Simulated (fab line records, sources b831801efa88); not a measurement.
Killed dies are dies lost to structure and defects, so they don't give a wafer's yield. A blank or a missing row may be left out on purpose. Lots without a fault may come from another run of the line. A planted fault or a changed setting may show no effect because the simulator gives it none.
fab line records | flow sfq_line
record lots=6 wafers=18 last_day=85
route steps=325 shown I1@84 M2@88
lots that met no fault: from a run of the same line without faults
start_h: hours from the record's first day to the start of the lot's first wafer shown | wait_h: hours since the lot's step before | " the same as in the row above | L1.1+2: a row that stands for several wafers | - no value, or no start given | * or withheld: withheld | < > ~ a bound
route shown NAME@n: a module of which the file shows steps, and the number in the route of the first | usual: mean/standard deviation of fault-free wafers | same: alike in all rows | chamber/n: place in a boat | sites: the reading at each site | _std_site: their standard deviation | _edge_site: outer sites' mean less inner sites' | radius_mm: how far each site lies from the wafer's centre | mask NAME#n: copy n | behind: the tool/chamber that last shaped the wafer | hold: why the lot was held/for how many hours/how that ended | device: the transistor (n, p or np) that didn't switch | end of line: the same wafers' tests at the end of the route | a step without rows: its recipe alone | killed: dies lost to structure and defects at the first sort, not the wafer's yield | map: a wafer's dies, x killed, . not, _ none there
set.NAME: the setting as run; set.NAME@STEP: as run at that earlier step | model.NAME: the simulator's own value behind a step, which no gauge read
lots at some steps of the route; a table a step, a row a wafer
services: from which hour (start_h, from the record's first day; less than 0 if before it) a tool's chamber was out of use, for how many hours, and why
## steps
# step SFQ_TRILAYER_I1_VIA_BARC_OPEN_VIA_ETCH_071
# recipe mask_material=PR chemistry=O2 target_depth_nm=125 target=BARC source_w=518.1 bias_w=80 pressure_mtorr=30 time_s=41.7
# usual drypump_motor_current_A=5.6/0.33 oes_product_au=0.685/0.0048 rf_fwd_power_W=512.4/1.9
# columns lot.wafer tool chamber start_h wait_h drypump_motor_current_A oes_product_au rf_fwd_power_W rf_hours_counter_h
L587.1 rie_diel-01 3 543.16 0.0 5.1 0.687 513.8 56
L587.2 " 2 " " 5.1 0.687 513.5 56
L587.4 " 1 " " 5.1 0.684 514.6 0
L588.1 rie_diel-03 2 556.78 0.0 5.7 0.685 512.9 48
L588.4 " 0 " " 5.8 0.688 509.8 4
L588.6 " 1 " " 6.0 0.689 512.6 -
L595.1 rie_diel-02 1 640.17 0.0 5.7 0.679 509.4 42
L595.2 " 3 " " 5.9 0.690 512.3 5
L595.6 " 2 " " 5.6 0.683 511.8 -
L599.1 rie_diel-03 3 673.25 0.0 5.9 0.674 512.4 40
L599.3 " 2 " " 5.7 0.686 512.4 49
L599.4 " 3 " " 5.9 0.685 511.8 -
L604.3 rie_diel-01 1 682.29 0.0 5.1 0.687 509.6 2
L604.4 " 3 " " 5.1 0.683 511.3 58
L604.5 " 1 " " 5.1 0.687 511.1 -
L608.2 rie_diel-01 2 848.00 0.0 5.1 0.687 513.6 1
L608.3 " 1 " " 5.1 0.682 512.8 4
L608.4 " 0 " " 5.8 0.691 510.4 3
# step SFQ_TRILAYER_I1_VIA_ETCH_VIA_ETCH_052
# recipe target=SiO2 stop_on=Nb mask_material=PR taper_deg=20 chemistry=CHF3 target_depth_nm=260 source_w=500 bias_w=80 pressure_mtorr=30 time_s=withheld
# usual drypump_motor_current_A=5.6/0.33 oes_product_au=0.855/0.0053 rf_fwd_power_W=498.0/1.7
# columns lot.wafer tool chamber start_h wait_h drypump_motor_current_A oes_product_au rf_fwd_power_W
L587.1 rie_diel-01 3 543.20 0.0 5.1 0.851 501.0
L587.2 " 2 " " 5.1 0.858 497.6
L587.4 " 1 " " 5.1 0.862 498.3
L588.1 rie_diel-03 2 556.82 0.0 5.7 0.859 498.7
L588.4 " 0 " " 5.8 0.865 497.0
L588.6 " 1 " " 6.0 0.862 498.0
L595.1 rie_diel-02 1 640.21 0.0 5.7 0.857 496.8
L595.2 " 3 " " 5.9 0.863 497.5
L595.6 " 2 " " 5.6 0.862 498.5
L599.1 rie_diel-03 3 673.29 0.0 5.9 0.850 499.7
L599.3 " 2 " " 5.7 0.854 497.1
L599.4 " 3 " " 5.9 0.847 499.9
L604.3 rie_diel-01 1 682.33 0.0 5.1 0.852 497.9
L604.4 " 3 " " 5.1 0.857 499.5
L604.5 " 1 " " 5.0 0.862 497.2
L608.2 rie_diel-01 2 848.04 0.0 5.1 0.852 499.2
L608.3 " 1 " " 5.1 0.864 498.0
L608.4 " 0 " " 5.7 0.858 498.9
# step SFQ_TRILAYER_I1_VIA_STRIP_STRIP_053
# recipe gas=O2 power_w=200 platen_temp_c=40 overash_fraction=0.65 chemistry=O2 pressure_mtorr=50
# usual drypump_motor_current_A=5.8/0.33 oes_product_au=0.996/0.0084
# same overash_fraction=0.65
# columns lot.wafer tool chamber start_h wait_h drypump_motor_current_A oes_product_au rf_hours_counter_h
L587.1 rie_metal-01 1 543.31 - 6.2 0.998 114
L587.2 " 0 " " 5.9 0.992 32
L587.4 " 0 " " 5.9 0.997 -
L588.1 rie_metal-01 1 556.93 - 6.2 0.986 116
L588.4 " 1 " " 6.2 0.987 -
L588.6 " 0 " " 5.9 0.992 -
L595.1 rie_metal-04 0 640.32 - 5.8 0.995 24
L595.2 " 0 " " 5.8 0.991 -
L595.6 " 0 " " 5.8 0.997 -
L599.1 rie_metal-01 0 673.40 - 5.9 0.978 48
L599.3 " 1 " " 6.1 1.001 -
L599.4 " 0 " " 5.9 0.983 -
L604.3 rie_metal-01 1 682.64 - 6.2 0.985 -
L604.4 " 0 " " 5.9 0.991 -
L604.5 " 1 " " 6.2 0.991 -
L608.2 rie_metal-04 1 848.16 - 5.5 0.988 27
L608.3 " 1 " " 5.5 0.993 -
L608.4 " 0 " " 5.8 0.990 -
# step SFQ_TRILAYER_I1_VIA_STRIP_SOLV_CLEAN_054
# recipe chemistry=NMP temp_c=70 time_s=600
# step SFQ_TRILAYER_M2_DEP_PRE_CLEAN_056
# recipe gas=Ar time_s=22.5 bias_v=250
# step SFQ_TRILAYER_M2_DEP_SPUTTER_055
# recipe material=Nb base_pressure_pa=1.33e-06 chamber_pressure_pa=0.1333 substrate_temp_c=20 resputter_cathode_voltage_v=400 target_thk_nm=200 power_w=2000 time_s=133.3
# usual chamber_pressure_pa=0.13327/0.00027 substrate_temp_c=19.99/0.11 throttle_valve_pct=30.1/1.5
# columns lot.wafer tool chamber start_h wait_h chamber_pressure_pa substrate_temp_c throttle_valve_pct
L587.1 pvd_sputter-04 - 544.12 0.0 0.13287 20.20 32.1
L587.2 " - " " 0.13323 20.00 28.1
L587.4 " - " " 0.13315 19.94 32.1
L588.1 pvd_sputter-05 - 557.74 0.0 0.13351 19.80 30.6
L588.4 " - " " 0.13326 19.98 30.8
L588.6 " - " " 0.1333 19.95 30.7
L595.1 pvd_sputter-06 - 641.72 0.0 0.13315 19.99 30.8
L595.2 " - " " 0.13262 20.25 27.6
L595.6 " - " " 0.13302 20.04 27.7
L599.1 pvd_sputter-06 - 674.20 0.0 0.13295 20.05 27.7
L599.3 " - " " 0.13308 19.91 31.0
L599.4 " - " " 0.13332 19.99 30.7
L604.3 pvd_sputter-06 - 683.25 0.0 0.13315 19.96 30.9
L604.4 " - " " 0.13319 20.20 27.7
L604.5 " - " " 0.13304 20.18 27.4
L608.2 pvd_sputter-06 - 848.98 0.0 0.13311 19.87 29.0
L608.3 " - " " 0.13295 20.05 27.2
L608.4 " - " " 0.13315 19.94 30.9
# step SFQ_M2_RS_MEAS_914
# recipe thk_meas_gauge=four-point-probe reads=Nb_of_TRILAYER_M2_DEP_SPUTTER_055
# usual M2_NB_RS=0.889/0.0087
# columns lot.wafer tool chamber start_h wait_h M2_NB_RS[ohm/sq]
L587.1 film_metro-03 - 544.21 0.0 0.895
L587.2 " - " " 0.880
L587.4 " - " " 0.889
L588.1 film_metro-01 - 557.83 0.0 0.909
L588.4 " - " " 0.895
L588.6 " - " " 0.899
L595.1 film_metro-03 - 641.81 0.0 0.894
L595.2 " - " " 0.896
L595.6 " - " " 0.892
L599.1 film_metro-03 - 674.29 0.0 0.893
L599.3 " - " " 0.917
L599.4 " - " " 0.894
L604.3 film_metro-03 - 683.38 0.1 0.884
L604.4 " - " " 0.894
L604.5 " - " " 0.893
L608.2 film_metro-03 - 849.09 0.1 0.880
L608.3 " - " " 0.883
L608.4 " - " " 0.875
# step SFQ_TRILAYER_M2_LITHO_COAT_062
# recipe resist=BARC spin_rpm=3000 resist_thk_nm=62
# step SFQ_TRILAYER_M2_LITHO_COAT_057
# recipe resist=KrF spin_rpm=3000 resist_thk_nm=600
# step SFQ_TRILAYER_M2_LITHO_SOFTBAKE_061
# recipe temp_c=withheld time_s=withheld resist=KrF
# step SFQ_TRILAYER_M2_LITHO_EXPOSE_058
# recipe mask_id=M2 na=0.6 source_shape=conventional sigma_outer=0.65 target_cd_nm=500 dose_mj=14.4
# step SFQ_TRILAYER_M2_LITHO_PEB_060
# recipe peb_temp_c=115 peb_time_s=60 resist=KrF
# usual heater_power_total_W=79.15/0.073
# columns lot.wafer tool chamber start_h wait_h heater_power_total_W
L587.1 litho_track-02 0 703.42 1.0 79.28
L587.2 " 0 " " 79.24
L587.4 " 0 " " 79.21
L588.1 litho_track-02 0 716.62 1.0 79.19
L588.4 " 0 " " 79.19
L588.6 " 0 " " 79.14
L595.1 litho_track-04 0 801.94 1.0 85.68
L595.2 " 0 " " 85.68
L595.6 " 0 " " 85.70
L599.1 litho_track-04 0 830.74 1.0 85.79
L599.3 " 0 " " 85.50
L599.4 " 0 " " 85.59
L604.3 litho_track-02 0 839.32 0.7 79.19
L604.4 " 0 " " 79.17
L604.5 " 0 " " 79.10
L608.2 litho_track-02 0 1006.98 0.8 79.17
L608.3 " 0 " " 79.13
L608.4 " 0 " " 79.22
# step SFQ_TRILAYER_M2_LITHO_DEVELOP_059
# recipe time_s=60 resist=KrF
# step SFQ_M2_OVL_MEAS_916
# usual M2_OVL=-2/5.4
# columns lot.wafer tool chamber start_h wait_h M2_OVL[nm]
L587.1 overlay-01 - 703.72 0.1 12
L587.2 " - " " 8
L587.4 " - " " 6
L588.1 overlay-02 - 716.92 0.1 -7
L588.4 " - " " -10
L588.6 " - " " -4
L595.1 overlay-02 - 802.24 0.1 0
L595.2 " - " " 3
L595.6 " - " " 2
L599.1 overlay-02 - 831.04 0.1 -1
L599.3 " - " " -1
L599.4 " - " " -5
L604.3 overlay-01 - 839.58 0.1 -1
L604.4 " - " " 1
L604.5 " - " " 1
L608.2 overlay-01 - 1007.27 0.1 -5
L608.3 " - " " 1
L608.4 " - " " -2
# step SFQ_TRILAYER_M2_BARC_OPEN_METAL_ETCH_077
# recipe mask_material=PR chemistry=O2 target_depth_nm=125 target=BARC icp_w=600 bias_w=80 pressure_mtorr=10 time_s=43.11
# usual drypump_motor_current_A=5.9/0.43 oes_product_au=0.680/0.0046
# columns lot.wafer tool chamber start_h wait_h drypump_motor_current_A oes_product_au rf_hours_counter_h model.M2.cd_nm
L587.1 rie_metal-04 1 703.75 0.0 5.5 0.689 10 499.7
L587.2 " 0 " " 5.8 0.685 34 499.5
L587.4 " 0 " " 5.8 0.691 - 500.5
L588.1 rie_metal-02 0 716.95 0.0 6.7 0.681 61 500.2
L588.4 " 1 " " 5.4 0.680 - 501.1
L588.6 " 1 " " 5.4 0.681 - 499.9
L595.1 rie_metal-04 0 802.28 0.0 5.8 0.674 46 536
L595.2 " 1 " " 5.5 0.687 22 536.5
L595.6 " 0 " " 5.8 0.677 - 534.3
L599.1 rie_metal-04 0 831.08 0.0 5.8 0.679 49 538.1
L599.3 " 1 " " 5.5 0.690 - 537.5
L599.4 " 0 " " 5.8 0.677 - 537.7
L604.3 rie_metal-01 0 839.64 0.1 6.0 0.690 - 499.5
L604.4 " 0 " " 5.9 0.680 - 500.7
L604.5 " 0 " " 6.0 0.682 - 500.9
L608.2 rie_metal-01 1 1007.30 0.0 6.1 0.677 20 501.7
L608.3 " 0 " " 5.9 0.676 - 501.6
L608.4 " 1 " " 6.2 0.672 - 502.5
# step SFQ_TRILAYER_M2_ETCH_METAL_ETCH_060
# recipe target=Nb stop_on=SiO2 mask_material=PR chemistry=Cl2/Ar target_depth_nm=240 icp_w=600 bias_w=80 pressure_mtorr=10 time_s=120
# usual drypump_motor_current_A=5.9/0.43 oes_product_au=0.895/0.0064 rf_fwd_power_W=596.1/2.4
# columns lot.wafer tool chamber start_h wait_h drypump_motor_current_A oes_product_au rf_fwd_power_W rf_hours_counter_h model.M2.cd_nm
L587.1 rie_metal-04 1 703.81 0.0 5.5 0.896 592.1 10 498.3
L587.2 " 0 " " 5.8 0.899 598.0 34 500.5
L587.4 " 0 " " 5.8 0.894 600.3 - 501.7
L588.1 rie_metal-02 0 717.01 0.0 6.7 0.890 595.0 61 499
L588.4 " 1 " " 5.4 0.895 598.1 - 500.9
L588.6 " 1 " " 5.4 0.892 596.4 - 500.3
L595.1 rie_metal-04 0 802.34 0.0 5.8 0.884 597.8 46 535.6
L595.2 " 1 " " 5.4 0.887 595.9 22 537.2
L595.6 " 0 " " 5.8 0.896 597.3 - 535
L599.1 rie_metal-04 0 831.14 0.0 5.8 0.899 594.2 49 537.4
L599.3 " 1 " " 5.5 0.885 593.6 - 538.2
L599.4 " 0 " " 5.8 0.894 596.6 - 536.4
L604.3 rie_metal-01 0 839.81 0.1 5.9 0.899 597.4 - 500.5
L604.4 " 0 " " 5.9 0.894 598.9 - 501.4
L604.5 " 0 " " 5.9 0.886 595.7 - 501.6
L608.2 rie_metal-01 1 1007.36 0.0 6.2 0.903 597.1 20 500.6
L608.3 " 0 " " 5.9 0.891 595.5 - 501.9
L608.4 " 1 " " 6.2 0.898 597.0 - 500
# step SFQ_TRILAYER_M2_STRIP_STRIP_061
# recipe gas=O2 power_w=200 platen_temp_c=40 overash_fraction=0.65 chemistry=O2 pressure_mtorr=50
# usual drypump_motor_current_A=5.9/0.42 oes_product_au=0.994/0.0089
# same overash_fraction=0.65
# columns lot.wafer tool chamber start_h wait_h drypump_motor_current_A oes_product_au rf_hours_counter_h
L587.1 rie_metal-04 1 703.94 0.1 5.5 1.012 10
L587.2 " 0 " " 5.8 0.992 35
L587.4 " 0 " " 5.8 0.987 -
L588.1 rie_metal-02 0 717.14 0.1 6.7 0.988 61
L588.4 " 1 " " 5.4 1.006 -
L588.6 " 1 " " 5.4 1.002 -
L595.1 rie_metal-04 0 802.46 0.1 5.8 0.983 46
L595.2 " 1 " " 5.5 1.011 22
L595.6 " 0 " " 5.8 0.990 -
L599.1 rie_metal-04 0 831.26 0.1 5.8 0.993 49
L599.3 " 1 " " 5.5 0.997 -
L599.4 " 0 " " 5.8 0.986 -
L604.3 rie_metal-01 0 840.37 0.5 5.9 0.983 -
L604.4 " 0 " " 5.9 0.984 -
L604.5 " 0 " " 5.9 0.987 -
L608.2 rie_metal-01 1 1007.48 0.1 6.1 0.988 20
L608.3 " 0 " " 5.9 0.993 -
L608.4 " 1 " " 6.2 0.998 -
## services
# columns tool chamber start_h hours kind
rie_diel-03 3 535.50 6.0 repair
pvd_sputter-06 - 543.13 4.0 repair
rie_diel-01 3 545.50 5.8 repair
rie_diel-01 1 551.64 11.9 repair
rie_diel-01 1 579.77 24.6 repair
pvd_sputter-06 - 593.08 2.0 repair
rie_diel-03 0 598.68 4.0 repair
rie_diel-01 - 609.97 0.3 repair
rie_diel-03 3 623.81 2.3 repair
rie_metal-01 1 628.51 5.8 repair
rie_diel-03 3 634.92 6.1 repair
rie_diel-01 3 684.05 7.1 repair
pvd_sputter-06 - 729.04 1.0 repair
rie_diel-03 3 795.64 9.4 repair
rie_diel-03 - 819.19 4.3 pm
pvd_sputter-06 - 822.29 1.8 repair
rie_metal-04 1 826.35 1.0 repair
rie_diel-01 1 832.09 4.2 repair
pvd_sputter-06 - 863.14 6.3 repair
rie_metal-04 - 896.95 0.3 repair
rie_diel-01 1 904.37 1.3 repair
rie_diel-01 - 967.88 0.5 repair
rie_metal-04 - 986.40 0.9 repair
rie_metal-04 - 991.15 1.3 repair
## key
first_sign step=SFQ_TRILAYER_M2_LITHO_PEB_060 reading=heater_power_total_W direction=up sigmas=89 usual=79.15 struck=85.66
effect none on later readings
model_effect step=SFQ_TRILAYER_M2_BARC_OPEN_METAL_ETCH_077 value=M2.cd_nm without=500.6 struck=536.7
model_effect step=SFQ_TRILAYER_M2_ETCH_METAL_ETCH_060 value=M2.cd_nm without=500.5 struck=536.6
met_at SFQ_TRILAYER_M2_LITHO_PEB_060
struck_wafers L595.1,L595.2,L595.6,L599.1,L599.3,L599.4
fault kind=process_parameter_drift tool=litho_track-04 chamber=- onset_h=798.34 steps=SFQ_TRILAYER_M2_LITHO_PEB_060 channel=peb_time_s offset=* shape=step end_h=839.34 acts_in=* stated=*
